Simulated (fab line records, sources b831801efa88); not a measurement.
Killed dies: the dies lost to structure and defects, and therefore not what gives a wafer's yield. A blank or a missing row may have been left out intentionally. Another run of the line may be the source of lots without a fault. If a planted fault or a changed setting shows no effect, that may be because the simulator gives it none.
Which of the tools did it? + flow gf180mcu + route of 602 steps, sampled at 1 step: 12 lots, 36 wafers

WHAT EACH GAUGE READ, for each wafer
GF_STI_THK_MEAS_22.
| lot  | measured    | on            | STI_OXIDATION_01_THK (nm) |
|------|-------------|---------------|---------------------------|
| L075 | day 2 09:43 | film-metro-02 | 14.9 14.8 14.8            |
| L077 | day 2 21:02 | film-metro-04 | 14.9 14.9 14.7            |
| L079 | day 3 04:42 | film-metro-04 | 14.4 14.4 14.5            |
| L081 | day 3 15:38 | film-metro-02 | 13.8 14.1 13.8            |
| L083 | day 4 02:41 | film-metro-04 | 14.5 14.8 14.6            |
| L085 | day 4 13:19 | film-metro-01 | 15.0 14.8 14.8            |
| L087 | day 4 23:04 | film-metro-02 | 15.1 14.9 15.0            |
| L089 | day 5 08:48 | film-metro-04 | 15.1 15.2 15.2            |
| L091 | day 5 19:29 | film-metro-01 | 15.0 14.9 15.0            |
| L093 | day 6 04:37 | film-metro-02 | 15.1 14.8 14.8            |
| L095 | day 6 15:28 | film-metro-01 | 15.1 15.2 15.4            |
| L097 | day 7 02:13 | film-metro-01 | 14.5 14.7 14.6            |

WHICH TOOL RAN EACH LOT (tool, then ch and the chambers of the sampled wafers, then the start)
The record holds no process step before these readings.

THE ANSWER, worked out from the rows above alone
Rule: what is usual is taken from the lots themselves. The widest of any qualifying gaps counts: lots, ordered by their means at a reading, are off when they make up no more than a third of the lots, leave a main group of 4 or more, and stand apart from it by 3 or more times the standard deviation of that group's means. A main group is skipped when, at the precision printed for the reading in the tables above, its means are all equal. A lot without any number at a reading at which 4 lots or more have one is off too. All remaining lots with rows at the step are treated as sound.
No lot is off on any of the readings shown, so nothing can be concluded from this.

WHAT THE SIMULATOR HAD PUT IN
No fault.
